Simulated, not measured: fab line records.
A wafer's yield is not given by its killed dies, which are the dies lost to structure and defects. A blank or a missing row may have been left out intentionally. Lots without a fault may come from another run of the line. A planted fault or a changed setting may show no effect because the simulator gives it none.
fab line records | flow sky130 | part 1 of 2: steps 1 to 24 of 34
[record] lots = 5 | wafers = 15 | last_day = 49
route steps=708 shown VIA4@641 METAL5@661
lots that met no fault: from a run of the same line without faults
start_h: hours from the record's first day to the start of the lot's first wafer shown | wait_h: time in hours since the lot's previous step | " the same as in the row above | L1.1+2: one row covering several wafers at once | - no value, or no start given | * or withheld: withheld | < > ~ a bound
route shown NAME@n: NAME is a module with steps in the file, n the number in the route of the first one | usual: mean/standard deviation taken from wafers without a fault | same: alike in all rows | chamber/n: place in a boat | sites: readings site by site | _std_site: their standard deviation | _edge_site: the outer-site mean with the inner-site mean subtracted | radius_mm: for every site, how far away it sits from the centre of the wafer | mask NAME#n: copy n | behind: the last tool/chamber to shape the wafer | hold: why the lot went on hold/how many hours it stayed there/how the hold came to an end | device: names the non-switching transistor (n, p or np) | end of line: tests of these same wafers at the route's end | a step given without rows: its recipe and nothing more | killed: dies lost to structure and defects at the first sort, not the wafer's yield | map: dies across one wafer; x = killed, . = not, _ = none there
set.NAME: the run value of the setting; set.NAME@STEP: its run value at that earlier step | model.NAME: the simulator's own value behind a step, which no gauge read
certain route steps with their lots: each step a table, each wafer a row
services: from which hour (start_h, from the record's first day; less than 0 if before it) a tool's chamber was out of use, for how many hours, and why
[[steps]]
[step SKY_VIA4_CMP_02]
[recipe] material = SiO2 | down_force_psi = 4 | platen_rpm = 60 | pad_velocity_m_s = 0.94248
[usual] edge_zone_pressure_frac = 1.000/0.0054 | motor_current_A = 12.3/1.3
lot.wafer | tool   | chamber | start_h | wait_h | edge_zone_pressure_frac | motor_current_A
L074.1    | cmp-01 | 0       | 971.89  | 0.1    | 1.002                   | 12.6
L074.4    | "      | 1       | "       | "      | 1.004                   | 12.5
L074.6    | "      | 1       | "       | "      | 1.003                   | 12.9
L081.1    | cmp-01 | 1       | 1031.19 | 0.1    | 0.997                   | 13.6
L081.2    | "      | 2       | "       | "      | 0.994                   | 13.4
L081.6    | "      | 1       | "       | "      | 0.991                   | 12.0
L082.1    | cmp-02 | 3       | 1042.01 | 0.1    | 1.005                   | 13.3
L082.2    | "      | 0       | "       | "      | 0.996                   | 11.6
L082.6    | "      | 2       | "       | "      | 1.001                   | 11.6
L085.1    | cmp-02 | 1       | 1069.42 | 0.7    | 1.006                   | 10.1
L085.5    | "      | 2       | "       | "      | 0.994                   | 12.3
L085.6    | "      | 3       | "       | "      | 0.985                   | 13.0
L091.3    | cmp-02 | 1       | 1092.50 | 0.1    | 0.993                   | 10.7
L091.2    | "      | 3       | "       | "      | 1.000                   | 13.4
L091.5    | "      | 1       | "       | "      | 1.002                   | 10.6
[step SKY_VIA4_BOW_MEAS_03]
[recipe] mode = bow
[usual] VIA4_BOW = 77/7.5
lot.wafer | tool          | chamber | start_h | wait_h | VIA4_BOW[um]
L074.1    | film_metro-04 | -       | 972.19  | 0.2    | 80
L074.4    | "             | -       | "       | "      | 82
L074.6    | "             | -       | "       | "      | 85
L081.1    | film_metro-01 | -       | 1031.49 | 0.2    | 81
L081.2    | "             | -       | "       | "      | 77
L081.6    | "             | -       | "       | "      | 64
L082.1    | film_metro-04 | -       | 1042.21 | 0.1    | 74
L082.2    | "             | -       | "       | "      | 64
L082.6    | "             | -       | "       | "      | 74
L085.1    | film_metro-03 | -       | 1069.57 | 0.1    | 72
L085.5    | "             | -       | "       | "      | 70
L085.6    | "             | -       | "       | "      | 71
L091.2    | film_metro-03 | -       | 1092.77 | 0.1    | 80
L091.3    | "             | -       | "       | "      | 76
L091.5    | "             | -       | "       | "      | 78
[step SKY_VIA4_DEHYDRATE_04]
[recipe] temp_c = 200 | time_s = 60
[usual] exhaust_pa = 45.0/0.79 | plate_temp_C = 199.98/0.16
[same] time_s = 60
lot.wafer | tool           | chamber | start_h | wait_h | exhaust_pa | plate_temp_C
L074.1    | litho_track-02 | 0       | 983.66  | 11.5   | 45.1       | 200.22
L074.4    | "              | 0       | "       | "      | 45.4       | 200.02
L074.6    | "              | 0       | "       | "      | 45.8       | 200.06
L081.1    | litho_track-03 | 0       | 1041.58 | 10.1   | 46.1       | 200.25
L081.2    | "              | 0       | "       | "      | 45.2       | 200.11
L081.6    | "              | 0       | "       | "      | 44.2       | 200.11
L082.1    | litho_track-04 | 0       | 1052.83 | 10.6   | 44.8       | 199.98
L082.2    | "              | 0       | "       | "      | 46.5       | 200.07
L082.6    | "              | 0       | "       | "      | 44.3       | 200.02
L085.1    | litho_track-02 | 0       | 1079.06 | 9.5    | 46.3       | 200.00
L085.5    | "              | 0       | "       | "      | 44.8       | 199.69
L085.6    | "              | 0       | "       | "      | 44.9       | 199.72
L091.2    | litho_track-04 | 0       | 1102.05 | 9.3    | 44.5       | 199.42
L091.3    | "              | 0       | "       | "      | 44.7       | 200.08
L091.5    | "              | 0       | "       | "      | 45.2       | 199.94
[step SKY_VIA4_HMDS_05]
[recipe] prime_time_s = 60 | prime_temp_c = 120
[usual] exhaust_pa = 45.1/0.95
lot.wafer | tool           | chamber | start_h | wait_h | exhaust_pa
L074.1    | litho_track-02 | 0       | 983.81  | 0.1    | 45.6
L074.4    | "              | 0       | "       | "      | 44.5
L074.6    | "              | 0       | "       | "      | 45.0
L081.1    | litho_track-03 | 0       | 1041.73 | 0.1    | 44.7
L081.2    | "              | 0       | "       | "      | 45.2
L081.6    | "              | 0       | "       | "      | 45.9
L082.1    | litho_track-04 | 0       | 1052.98 | 0.1    | 44.3
L082.2    | "              | 0       | "       | "      | 44.7
L082.6    | "              | 0       | "       | "      | 46.5
L085.1    | litho_track-02 | 0       | 1079.21 | 0.1    | 43.7
L085.5    | "              | 0       | "       | "      | 44.8
L085.6    | "              | 0       | "       | "      | 44.7
L091.2    | litho_track-04 | 0       | 1102.20 | 0.1    | 46.1
L091.3    | "              | 0       | "       | "      | 45.9
L091.5    | "              | 0       | "       | "      | 46.3
[step SKY_VIA4_COAT_06]
[recipe] resist = NOVOLAK | spin_rpm = 3000 | resist_thk_nm = 1140
[usual] exhaust_pa = 44.9/0.83
lot.wafer | tool           | chamber | start_h | wait_h | exhaust_pa
L074.1    | litho_track-02 | 0       | 983.96  | 0.1    | 44.0
L074.4    | "              | 0       | "       | "      | 44.8
L074.6    | "              | 0       | "       | "      | 43.9
L081.1    | litho_track-03 | 0       | 1041.88 | 0.1    | 43.8
L081.2    | "              | 0       | "       | "      | 42.8
L081.6    | "              | 0       | "       | "      | 43.9
L082.1    | litho_track-04 | 0       | 1053.13 | 0.1    | 44.5
L082.2    | "              | 0       | "       | "      | 45.6
L082.6    | "              | 0       | "       | "      | 44.7
L085.1    | litho_track-02 | 0       | 1079.36 | 0.1    | 44.6
L085.5    | "              | 0       | "       | "      | 45.8
L085.6    | "              | 0       | "       | "      | 43.3
L091.2    | litho_track-04 | 0       | 1102.35 | 0.1    | 43.9
L091.3    | "              | 0       | "       | "      | 43.3
L091.5    | "              | 0       | "       | "      | 44.5
[step SKY_VIA4_SOFTBAKE_07]
[recipe] temp_c = 90 | time_s = 60 | resist = NOVOLAK
[usual] exhaust_pa = 45.2/0.88 | plate_temp_C = 90.00/0.11
[same] time_s = 60
lot.wafer | tool           | chamber | start_h | wait_h | exhaust_pa | plate_temp_C
L074.1    | litho_track-02 | 0       | 984.11  | 0.1    | 44.6       | 90.00
L074.4    | "              | 0       | "       | "      | 44.8       | 90.06
L074.6    | "              | 0       | "       | "      | 45.5       | 90.07
L081.1    | litho_track-03 | 0       | 1042.03 | 0.1    | 44.5       | 90.14
L081.2    | "              | 0       | "       | "      | 44.0       | 90.06
L081.6    | "              | 0       | "       | "      | 45.9       | 90.00
L082.1    | litho_track-04 | 0       | 1053.28 | 0.1    | 45.1       | 90.04
L082.2    | "              | 0       | "       | "      | 45.6       | 90.03
L082.6    | "              | 0       | "       | "      | 45.5       | 90.13
L085.1    | litho_track-02 | 0       | 1079.51 | 0.1    | 43.7       | 90.03
L085.5    | "              | 0       | "       | "      | 43.4       | 89.91
L085.6    | "              | 0       | "       | "      | 44.8       | 90.15
L091.2    | litho_track-04 | 0       | 1102.50 | 0.1    | 47.0       | 89.65
L091.3    | "              | 0       | "       | "      | 45.0       | 89.95
L091.5    | "              | 0       | "       | "      | 45.2       | 89.90
[step SKY_VIA4_EXPOSE_08]
[recipe] mask_id = VIM4 | na = 0.6 | source_shape = conventional | sigma_outer = 0.6 | polarization = unpolarized | target_cd_nm = 800 | dose_mj = 132
[same] na = 0.6 | sigma_outer = 0.6
lot.wafer  | tool             | chamber | start_h | wait_h | mask
L074.1+4+6 | iline_stepper-02 | 0       | -       | -      | VIM4#0
L081.1+2+6 | iline_stepper-01 | 0       | -       | -      | VIM4#0
L082.1+2+6 | iline_stepper-02 | 0       | -       | -      | VIM4#0
L085.1+5+6 | iline_stepper-02 | 0       | -       | -      | VIM4#0
L091.2+3+5 | iline_stepper-01 | 0       | -       | -      | VIM4#0
[step SKY_VIA4_PEB_09]
[recipe] temp_c = withheld | time_s = * | resist = NOVOLAK
[usual] exhaust_pa = 45.2/0.87
[same] time_s = *
lot.wafer | tool           | chamber | start_h | wait_h | exhaust_pa
L074.1    | litho_track-04 | 0       | -       | -      | 44.4
L074.4    | "              | 0       | "       | "      | 43.8
L074.6    | "              | 0       | "       | "      | 46.0
L081.1    | litho_track-02 | 0       | -       | -      | 45.0
L081.2    | "              | 0       | "       | "      | 44.9
L081.6    | "              | 0       | "       | "      | 45.4
L082.1    | litho_track-04 | 0       | -       | -      | 44.3
L082.2    | "              | 0       | "       | "      | 44.1
L082.6    | "              | 0       | "       | "      | 45.1
L085.1    | litho_track-04 | 0       | -       | -      | 45.8
L085.5    | "              | 0       | "       | "      | 44.7
L085.6    | "              | 0       | "       | "      | 45.5
L091.2    | litho_track-03 | 0       | -       | -      | 44.2
L091.3    | "              | 0       | "       | "      | 44.0
L091.5    | "              | 0       | "       | "      | 45.1
[step SKY_VIA4_DEVELOP_10]
[recipe] resist = NOVOLAK | developer = TMAH | develop_time_s = 60 | dev_temp_c = 23
[usual] developer_temp_C = 22.99/0.11 | exhaust_pa = 45.0/0.86
lot.wafer | tool           | chamber | start_h | wait_h | developer_temp_C | exhaust_pa
L074.1    | litho_track-04 | 0       | 995.63  | 0.1    | 23.05            | 43.7
L074.4    | "              | 0       | "       | "      | 23.09            | 44.9
L074.6    | "              | 0       | "       | "      | 23.08            | 45.4
L081.1    | litho_track-02 | 0       | 1053.26 | 0.1    | 23.12            | 44.3
L081.2    | "              | 0       | "       | "      | 23.07            | 45.1
L081.6    | "              | 0       | "       | "      | 22.95            | 43.8
L082.1    | litho_track-04 | 0       | 1063.73 | 0.1    | 22.92            | 45.8
L082.2    | "              | 0       | "       | "      | 22.88            | 44.3
L082.6    | "              | 0       | "       | "      | 22.88            | 44.8
L085.1    | litho_track-04 | 0       | 1090.28 | 0.1    | 23.05            | 43.3
L085.5    | "              | 0       | "       | "      | 22.81            | 43.9
L085.6    | "              | 0       | "       | "      | 22.93            | 44.4
L091.2    | litho_track-03 | 0       | 1112.51 | 0.1    | 23.12            | 45.8
L091.3    | "              | 0       | "       | "      | 23.08            | 44.2
L091.5    | "              | 0       | "       | "      | 23.15            | 46.5
[step SKY_VIA4_OVL_MEAS_11]
[usual] VIA4_OVL = 0.4/1.3
lot.wafer | tool       | chamber | start_h | wait_h | VIA4_OVL[nm]
L074.1    | overlay-02 | -       | 995.78  | 0.1    | 1.3
L074.4    | "          | -       | "       | "      | 1.2
L074.6    | "          | -       | "       | "      | 0.3
L081.1    | overlay-01 | -       | 1053.41 | 0.1    | 1.6
L081.2    | "          | -       | "       | "      | 2.3
L081.6    | "          | -       | "       | "      | 1.2
L082.1    | overlay-01 | -       | 1063.88 | 0.1    | 1.7
L082.2    | "          | -       | "       | "      | -1.3
L082.6    | "          | -       | "       | "      | 0.3
L085.1    | overlay-02 | -       | 1090.43 | 0.1    | -0.7
L085.5    | "          | -       | "       | "      | 0.9
L085.6    | "          | -       | "       | "      | 2.2
L091.2    | overlay-01 | -       | 1112.64 | 0.1    | 1.9
L091.3    | "          | -       | "       | "      | 1.8
L091.5    | "          | -       | "       | "      | 1.3
[step SKY_VIA4_ETCH_12]
[recipe] target = SiO2 | chemistry = C4F8/O2/Ar | stop_on = TiN | mask_material = NOVOLAK | source_w = 1500 | bias_w = 1200 | pressure_mtorr = 40 | c4f8_flow_sccm = withheld | O2_flow_sccm = 6 | Ar_flow_sccm = 300 | time_s = withheld | target_depth_a = 5800
[usual] bias_w = 1200/3.7 | oes_product_au = 0.926/0.005
lot.wafer | tool        | chamber | start_h | wait_h | bias_w | oes_product_au
L074.1    | rie_diel-02 | 0       | 995.81  | 0.0    | 1197   | 0.922
L074.4    | "           | 2       | "       | "      | 1196   | 0.935
L074.6    | "           | 1       | "       | "      | 1202   | 0.931
L081.1    | rie_diel-01 | 0       | 1053.45 | 0.0    | 1200   | 0.934
L081.2    | "           | 3       | "       | "      | 1206   | 0.926
L081.6    | "           | 0       | "       | "      | 1197   | 0.929
L082.1    | rie_diel-01 | 0       | 1063.91 | 0.0    | 1201   | 0.926
L082.2    | "           | 2       | "       | "      | 1203   | 0.919
L082.6    | "           | 2       | "       | "      | 1202   | 0.927
L085.1    | rie_diel-01 | 3       | 1090.46 | 0.0    | 1203   | 0.928
L085.5    | "           | 0       | "       | "      | 1199   | 0.930
L085.6    | "           | 1       | "       | "      | 1201   | 0.924
L091.2    | rie_diel-02 | 0       | 1112.67 | 0.0    | 1200   | 0.915
L091.3    | "           | 3       | "       | "      | 1196   | 0.929
L091.5    | "           | 2       | "       | "      | 1199   | 0.922
[step SKY_VIA4_STRIP_13]
[recipe] chemistry = O2/N2 | power_w = 1400 | pressure_mtorr = 1500 | platen_temp_c = withheld | o2_flow_sccm = 3000 | n2_flow_sccm = 300 | overash_fraction = 0.5
[usual] drypump_motor_current_A = 5.6/0.51 | o2_flow_sccm = 3000/9.1 | oes_product_au = 0.709/0.0046 | strip_time_to_endpoint_s = 12.81/0.032
lot.wafer | tool            | chamber | start_h | wait_h | drypump_motor_current_A | o2_flow_sccm | oes_product_au | rf_hours_counter_h | strip_time_to_endpoint_s
L074.1    | plasma_asher-01 | 1       | 995.89  | -      | 6.3                     | 3007         | 0.702          | 114                | 12.81
L074.4    | "               | 0       | "       | "      | 5.2                     | 3000         | 0.704          | -                  | 12.80
L074.6    | "               | 0       | "       | "      | 5.2                     | 2997         | 0.704          | -                  | 12.84
L081.1    | plasma_asher-03 | 0       | 1053.52 | -      | 4.8                     | 2990         | 0.709          | 62                 | 12.79
L081.2    | "               | 1       | "       | "      | 5.8                     | 3001         | 0.701          | 62                 | 12.82
L081.6    | "               | 1       | "       | "      | 5.8                     | 3003         | 0.709          | -                  | 12.77
L082.1    | plasma_asher-02 | 0       | 1063.99 | -      | 6.0                     | 2990         | 0.709          | 33                 | 12.83
L082.2    | "               | 1       | "       | "      | 5.8                     | 3006         | 0.705          | 33                 | 12.81
L082.6    | "               | 0       | "       | "      | 6.0                     | 2970         | 0.702          | -                  | 12.81
L085.1    | plasma_asher-01 | 0       | 1090.54 | -      | 5.2                     | 3000         | 0.713          | 2                  | 12.85
L085.5    | "               | 0       | "       | "      | 5.2                     | 3010         | 0.712          | -                  | 12.93
L085.6    | "               | 1       | "       | "      | 6.3                     | 2993         | 0.709          | -                  | 12.88
L091.2    | plasma_asher-01 | 0       | 1112.74 | -      | 5.2                     | 3008         | 0.707          | 4                  | 12.79
L091.3    | "               | 1       | "       | "      | 6.3                     | 3001         | 0.708          | -                  | 12.77
L091.5    | "               | 1       | "       | "      | 6.3                     | 3000         | 0.710          | -                  | 12.77
[step SKY_VIA4_STRIP_14]
[recipe] chemistry = post_etch_residue_remover | time_s = 1200 | temp_c = 72.5
[usual] bath_guard_temp_C = 72.8/0.45
[same] time_s = 1200
lot.wafer | tool         | chamber | start_h | wait_h | bath_guard_temp_C
L074.1    | wet_bench-02 | 2       | 995.99  | 0.1    | 72.1
L074.4    | "            | 2       | "       | "      | 72.4
L074.6    | "            | 2       | "       | "      | 72.5
L081.1    | wet_bench-04 | 1       | 1053.62 | 0.1    | 73.0
L081.2    | "            | 1       | "       | "      | 73.4
L081.6    | "            | 1       | "       | "      | 73.2
L082.1    | wet_bench-04 | 0       | 1064.09 | 0.1    | 72.2
L082.2    | "            | 0       | "       | "      | 72.1
L082.6    | "            | 0       | "       | "      | 72.6
L085.1    | wet_bench-04 | 1       | 1090.64 | 0.1    | 73.2
L085.5    | "            | 1       | "       | "      | 73.6
L085.6    | "            | 1       | "       | "      | 73.4
L091.2    | wet_bench-04 | 1       | 1112.84 | 0.1    | 73.2
L091.3    | "            | 1       | "       | "      | 73.5
L091.5    | "            | 1       | "       | "      | 73.2
[step SKY_VIA4_CLEAN_15]
[recipe] chemistry = IPA | time_s = 180 | temp_c = 25
[same] time_s = 180
lot.wafer  | tool         | chamber | start_h | wait_h
L074.1+4+6 | wet_bench-03 | 2       | 996.36  | 0.0
L081.1+2+6 | wet_bench-02 | 1       | 1053.96 | 0.0
L082.1+2+6 | wet_bench-03 | 3       | 1064.43 | 0.0
L085.1+5+6 | wet_bench-02 | 0       | 1091.01 | 0.0
L091.2+3+5 | wet_bench-03 | 1       | 1113.22 | 0.0
[step SKY_VIA4_CLEAN_16]
[recipe] chemistry = O3/DIW | dry = n2_spin
lot.wafer  | tool         | chamber | start_h | wait_h
L074.1+4+6 | wet_bench-02 | 3       | 996.49  | 0.0
L081.1+2+6 | wet_bench-03 | 1       | 1054.02 | 0.0
L082.1+2+6 | wet_bench-02 | 1       | 1064.49 | 0.0
L085.1+5+6 | wet_bench-03 | 0       | 1091.07 | 0.0
L091.2+3+5 | wet_bench-04 | 3       | 1113.28 | 0.0
[step SKY_VIA4_SPUTTER_17]
[recipe] material = TiN | target_thk_nm = 20 | chamber_pressure_pa = 5 | power_w = 4000 | time_s = 80
[usual] throttle_valve_pct = 29.9/1.1
[same] time_s = 80
lot.wafer | tool           | chamber | start_h | wait_h | throttle_valve_pct
L074.1    | pvd_sputter-02 | -       | 996.64  | 0.1    | 28.5
L074.4    | "              | -       | "       | "      | 30.3
L074.6    | "              | -       | "       | "      | 28.6
L081.1    | pvd_sputter-04 | -       | 1054.11 | 0.0    | 28.3
L081.2    | "              | -       | "       | "      | 31.6
L081.6    | "              | -       | "       | "      | 31.3
L082.1    | pvd_sputter-02 | -       | 1064.58 | 0.0    | 30.8
L082.2    | "              | -       | "       | "      | 29.8
L082.6    | "              | -       | "       | "      | 28.6
L085.1    | pvd_sputter-02 | -       | 1091.16 | 0.0    | 30.1
L085.5    | "              | -       | "       | "      | 28.5
L085.6    | "              | -       | "       | "      | 31.0
L091.2    | pvd_sputter-04 | -       | 1113.38 | 0.0    | 31.3
L091.3    | "              | -       | "       | "      | 28.5
L091.5    | "              | -       | "       | "      | 28.6
[step SKY_VIA4_CVD_18]
[recipe] material = W | target_thk_nm = 505 | time_s = 152.14 | temp_c = 400 | pressure_torr = 40
[usual] heater_power_outer_w = 492/17 | heater_power_w = 816/47
[same] time_s = 152.14
lot.wafer | tool     | chamber | start_h | wait_h | heater_power_outer_w | heater_power_w
L074.1    | cvd_w-01 | 0       | 996.70  | 0.0    | 476                  | 778
L074.4    | "        | 1       | "       | "      | 506                  | 773
L074.6    | "        | 0       | "       | "      | 473                  | 776
L081.1    | cvd_w-01 | 1       | 1054.17 | 0.0    | 502                  | 774
L081.2    | "        | 0       | "       | "      | 480                  | 768
L081.6    | "        | 1       | "       | "      | 499                  | 793
L082.1    | cvd_w-02 | 0       | 1064.64 | 0.0    | 506                  | 891
L082.2    | "        | 1       | "       | "      | 485                  | 803
L082.6    | "        | 0       | "       | "      | 508                  | 891
L085.1    | cvd_w-02 | 0       | 1091.22 | 0.0    | 495                  | 886
L085.5    | "        | 0       | "       | "      | 526                  | 891
L085.6    | "        | 1       | "       | "      | 481                  | 813
L091.2    | cvd_w-01 | 0       | 1113.44 | 0.0    | 468                  | 775
L091.3    | "        | 0       | "       | "      | 483                  | 769
L091.5    | "        | 0       | "       | "      | 472                  | 761
[step SKY_VIA4_RS_MEAS_19]
[recipe] thk_meas_gauge = four-point-probe | reads = W_of_VIA4_CVD_18+TiN_of_VIA4_SPUTTER_17
[usual] VIA4_W_RS = 0.2283/0.0024
lot.wafer | tool          | chamber | start_h | wait_h | VIA4_W_RS[ohm/sq]
L074.1    | film_metro-01 | -       | 996.85  | 0.1    | 0.2289
L074.4    | "             | -       | "       | "      | 0.2307
L074.6    | "             | -       | "       | "      | 0.2338
L081.1    | film_metro-04 | -       | 1054.32 | 0.1    | 0.2325
L081.2    | "             | -       | "       | "      | 0.2362
L081.6    | "             | -       | "       | "      | 0.2320
L082.1    | film_metro-04 | -       | 1064.80 | 0.1    | 0.2247
L082.2    | "             | -       | "       | "      | 0.2253
L082.6    | "             | -       | "       | "      | 0.2228
L085.1    | film_metro-04 | -       | 1091.37 | 0.1    | 0.2302
L085.5    | "             | -       | "       | "      | 0.2283
L085.6    | "             | -       | "       | "      | 0.2333
L091.2    | film_metro-01 | -       | 1113.61 | 0.1    | 0.2306
L091.3    | "             | -       | "       | "      | 0.2260
L091.5    | "             | -       | "       | "      | 0.2300
[step SKY_VIA4_THK_MEAS_20]
[recipe] thk_meas_gauge = xrf | reads = W_of_VIA4_CVD_18
[usual] VIA4_W_THK = 501/7
lot.wafer | tool          | chamber | start_h | wait_h | VIA4_W_THK[nm]
L074.1    | film_metro-01 | -       | 996.97  | 0.1    | 499
L074.4    | "             | -       | "       | "      | 497
L074.6    | "             | -       | "       | "      | 490
L081.1    | film_metro-04 | -       | 1054.44 | 0.1    | 493
L081.2    | "             | -       | "       | "      | 489
L081.6    | "             | -       | "       | "      | 497
L082.1    | film_metro-04 | -       | 1064.92 | 0.1    | 513
L082.2    | "             | -       | "       | "      | 513
L082.6    | "             | -       | "       | "      | 519
L085.1    | film_metro-04 | -       | 1091.49 | 0.1    | 502
L085.5    | "             | -       | "       | "      | 504
L085.6    | "             | -       | "       | "      | 493
L091.2    | film_metro-01 | -       | 1113.72 | 0.1    | 493
L091.3    | "             | -       | "       | "      | 499
L091.5    | "             | -       | "       | "      | 492
[step SKY_VIA4_CMP_21]
[recipe] stop_on = SiO2 | t_overpolish_s = 25 | down_force_psi = 3.5 | platen_rpm = 60 | target_thk_nm = 0 | pad_velocity_m_s = 0.94248
[usual] edge_zone_pressure_frac = 0.999/0.0047 | motor_current_A = 11.3/1.1 | overpolish_run_s = 25.000/0.009 | time_to_endpoint_s = 118/4.3
lot.wafer | tool   | chamber | start_h | wait_h | edge_zone_pressure_frac | motor_current_A | overpolish_run_s | time_to_endpoint_s
L074.4    | cmp-01 | 3       | 997.03  | 0.0    | 0.998                   | 12.2            | 25.010           | 119
L074.1    | "      | 0       | "       | "      | 0.997                   | 10.8            | 25.001           | 109
L074.6    | "      | 0       | "       | "      | 1.008                   | 12.0            | 25.017           | 108
L081.2    | cmp-01 | 1       | 1054.55 | 0.1    | 1.005                   | 11.9            | 24.995           | 112
L081.1    | "      | 2       | "       | "      | 1.008                   | 12.6            | 24.990           | 115
L081.6    | "      | 0       | "       | "      | 0.999                   | 11.6            | 25.000           | 112
L082.1    | cmp-01 | 3       | 1064.98 | 0.1    | 1.004                   | 12.1            | 25.005           | 125
L082.2    | "      | 0       | "       | "      | 0.998                   | 11.8            | 25.002           | 116
L082.6    | "      | 3       | "       | "      | 0.999                   | 12.2            | 24.998           | 124
L085.1    | cmp-02 | 1       | 1091.55 | 0.1    | 1.002                   | 9.4             | 24.985           | 119
L085.5    | "      | 1       | "       | "      | 1.002                   | 9.0             | 25.016           | 117
L085.6    | "      | 2       | "       | "      | 0.998                   | 10.7            | 25.000           | 116
L091.2    | cmp-02 | 3       | 1114.22 | 0.5    | 0.995                   | 12.3            | 24.993           | 113
L091.3    | "      | 1       | "       | "      | 1.006                   | 9.6             | 24.994           | 119
L091.5    | "      | 3       | "       | "      | 0.992                   | 11.7            | 25.008           | 115
[step SKY_METAL5_SPUTTER_00]
[recipe] material = Ti | target_thk_nm = 15 | power_w = 3000 | time_s = 10 | chamber_pressure_pa = 0.4
[usual] throttle_valve_pct = 30.1/1.1
[same] time_s = 10
lot.wafer | tool           | chamber | start_h | wait_h | throttle_valve_pct
L074.1    | pvd_sputter-03 | -       | 997.33  | 0.2    | 30.8
L074.4    | "              | -       | "       | "      | 30.9
L074.6    | "              | -       | "       | "      | 31.6
L081.1    | pvd_sputter-01 | -       | 1054.80 | 0.1    | 30.6
L081.2    | "              | -       | "       | "      | 28.0
L081.6    | "              | -       | "       | "      | 30.8
L082.1    | pvd_sputter-03 | -       | 1065.28 | 0.2    | 31.7
L082.2    | "              | -       | "       | "      | 29.9
L082.6    | "              | -       | "       | "      | 31.7
L085.1    | pvd_sputter-03 | -       | 1091.85 | 0.2    | 31.0
L085.5    | "              | -       | "       | "      | 28.5
L085.6    | "              | -       | "       | "      | 30.7
L091.2    | pvd_sputter-03 | -       | 1114.47 | 0.2    | 28.6
L091.3    | "              | -       | "       | "      | 29.8
L091.5    | "              | -       | "       | "      | 28.5
[step SKY_METAL5_SPUTTER_01]
[recipe] material = TiN | target_thk_nm = 20 | power_w = 6500 | time_s = 16.7 | chamber_pressure_pa = 0.4
[usual] throttle_valve_pct = 30.1/1.1
[same] time_s = 16.7
lot.wafer | tool           | chamber | start_h | wait_h | throttle_valve_pct
L074.1    | pvd_sputter-03 | -       | 997.36  | 0.0    | 30.8
L074.4    | "              | -       | "       | "      | 30.7
L074.6    | "              | -       | "       | "      | 31.5
L081.1    | pvd_sputter-01 | -       | 1054.83 | 0.0    | 30.9
L081.2    | "              | -       | "       | "      | 28.2
L081.6    | "              | -       | "       | "      | 30.8
L082.1    | pvd_sputter-03 | -       | 1065.30 | 0.0    | 31.6
L082.2    | "              | -       | "       | "      | 29.8
L082.6    | "              | -       | "       | "      | 31.5
L085.1    | pvd_sputter-03 | -       | 1091.87 | 0.0    | 30.9
L085.5    | "              | -       | "       | "      | 28.7
L085.6    | "              | -       | "       | "      | 31.0
L091.2    | pvd_sputter-03 | -       | 1114.49 | 0.0    | 28.6
L091.3    | "              | -       | "       | "      | 29.9
L091.5    | "              | -       | "       | "      | 28.5
[step SKY_METAL5_SPUTTER_02]
[recipe] material = AlCu | target_thk_nm = 1150 | power_w = 10600 | time_s = 61.2 | chamber_pressure_pa = 0.4
[usual] throttle_valve_pct = 30.1/1.1
[same] time_s = 61.2
lot.wafer | tool           | chamber | start_h | wait_h | throttle_valve_pct
L074.1    | pvd_sputter-03 | -       | 997.38  | 0.0    | 30.7
L074.4    | "              | -       | "       | "      | 30.7
L074.6    | "              | -       | "       | "      | 31.4
L081.1    | pvd_sputter-01 | -       | 1054.85 | 0.0    | 30.6
L081.2    | "              | -       | "       | "      | 28.2
L081.6    | "              | -       | "       | "      | 30.7
L082.1    | pvd_sputter-03 | -       | 1065.32 | 0.0    | 31.7
L082.2    | "              | -       | "       | "      | 29.8
L082.6    | "              | -       | "       | "      | 31.5
L085.1    | pvd_sputter-03 | -       | 1091.90 | 0.0    | 30.5
L085.5    | "              | -       | "       | "      | 28.6
L085.6    | "              | -       | "       | "      | 30.8
L091.2    | pvd_sputter-03 | -       | 1114.52 | 0.0    | 28.8
L091.3    | "              | -       | "       | "      | 30.0
L091.5    | "              | -       | "       | "      | 28.4
[step SKY_METAL5_SPUTTER_03]
[recipe] material = Ti | target_thk_nm = 5 | power_w = 3000 | time_s = 3.3 | chamber_pressure_pa = 0.4
[usual] throttle_valve_pct = 30.1/1.1
[same] time_s = 3.3
lot.wafer | tool           | chamber | start_h | wait_h | throttle_valve_pct
L074.1    | pvd_sputter-03 | -       | 997.43  | 0.0    | 30.9
L074.4    | "              | -       | "       | "      | 30.7
L074.6    | "              | -       | "       | "      | 31.4
L081.1    | pvd_sputter-01 | -       | 1054.90 | 0.0    | 30.6
L081.2    | "              | -       | "       | "      | 28.1
L081.6    | "              | -       | "       | "      | 30.7
L082.1    | pvd_sputter-03 | -       | 1065.37 | 0.0    | 31.7
L082.2    | "              | -       | "       | "      | 29.9
L082.6    | "              | -       | "       | "      | 31.2
L085.1    | pvd_sputter-03 | -       | 1091.95 | 0.0    | 30.6
L085.5    | "              | -       | "       | "      | 28.5
L085.6    | "              | -       | "       | "      | 30.9
L091.2    | pvd_sputter-03 | -       | 1114.57 | 0.0    | 28.9
L091.3    | "              | -       | "       | "      | 29.8
L091.5    | "              | -       | "       | "      | 28.8
